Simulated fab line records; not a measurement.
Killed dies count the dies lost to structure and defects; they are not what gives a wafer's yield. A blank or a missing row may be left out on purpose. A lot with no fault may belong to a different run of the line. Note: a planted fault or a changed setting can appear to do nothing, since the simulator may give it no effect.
A lot that was struck, set against a sound lot + flow sky130 + 15 out of 708 route steps
Sound: wafers L334.2, L334.3, L334.5. Wafers struck: L345.1, L345.3, L345.6. The cause comes at the end.
Per side, at each step with rows, come the tool, then ch with its chambers, and then its first start. Under that, the readings that differ: sound wafers + struck wafers + difference of the means + sigmas: that difference in standard deviations of wafers without a fault.
alike: readings whose means differ by less than 2 such deviations, and words and numbers that are the same on both sides. not compared: withheld readings, readings that some wafer has no value for, bounds like >300 that may hide the same value, and numbers for which the record gives no deviation and whose values overlap.
A row with sigmas, a row that says differs or no value, or rows on one side alone: a step with any of these is where the two part. Numbers that don't overlap but have no deviation are shown without sigmas and don't part them. A reading missing from all wafers of one side parts the sides only when that side holds two or more wafers.

SKY_CAPM_METAL_ETCH_13: etches TiN in Cl2/BCl3, stops on SiO2, target depth 220 nm, time 62.9 s.
  sound on rie_metal-02 ch 1, day 38 09:03; struck on rie_metal-03 ch 0,1, day 41 17:32
| reading               | sound             | struck            | difference | sigmas |
|-----------------------|-------------------|-------------------|------------|--------|
| oes_product_au (a.u.) | 0.933 0.929 0.931 | 0.950 0.948 0.949 | +0.018     | +3     |
  alike: drypump_motor_current_A, throttle_valve_pct
  not compared: rf_hours_counter_h
SKY_CAPM_STRIP_14: strips in O2/N2.
  sound on plasma_asher-01 ch 0,1, day 38 09:11; struck on plasma_asher-03 ch 0,1, day 41 17:37
  alike: drypump_motor_current_A, oes_product_au, strip_time_to_endpoint_s
  not compared: rf_hours_counter_h
then, 10 steps without rows for these wafers: SKY_CAPM_STRIP_15 (strips in post etch residue remover, time 1200 s); SKY_CAPM_CLEAN_16 (cleans in IPA, time 180 s); SKY_CAPM_CLEAN_17 (cleans in O3/DIW); SKY_METAL3_DEHYDRATE_05 (time 60 s); SKY_METAL3_HMDS_06 (prime time 60 s); SKY_METAL3_COAT_07 (resist thk 60 nm); SKY_METAL3_COAT_08 (resist thk 1140 nm); SKY_METAL3_SOFTBAKE_09 (time 90 s); SKY_METAL3_EXPOSE_10 (exposes mask MM3, target cd 300 nm); SKY_METAL3_PEB_11.
SKY_METAL3_DEVELOP_12: develop time 60 s.
  sound on litho_track-03 ch 0, day 39 10:00; struck on litho_track-03 ch 0, day 42 17:00
| reading              | sound             | struck            | difference | sigmas |
|----------------------|-------------------|-------------------|------------|--------|
| developer_temp_C (C) | 21.11 21.15 21.05 | 21.66 21.72 21.69 | +0.59      | +6     |
SKY_METAL3_CD_MEAS_13: target cd 300 nm.
  sound: cd_sem-01 at day 39 10:28; struck: cd_sem-02 at day 42 17:09
  alike: cd_nm
SKY_PAD_OPEN_PROBE_99:
  rows exist in the record for the sound wafers here (prober-01, day 46 13:02), none for the struck ones

WHERE THEY PART
Earliest at SKY_CAPM_METAL_ETCH_13; latest, in this record, at SKY_PAD_OPEN_PROBE_99.

WHY: whatever the simulator had introduced
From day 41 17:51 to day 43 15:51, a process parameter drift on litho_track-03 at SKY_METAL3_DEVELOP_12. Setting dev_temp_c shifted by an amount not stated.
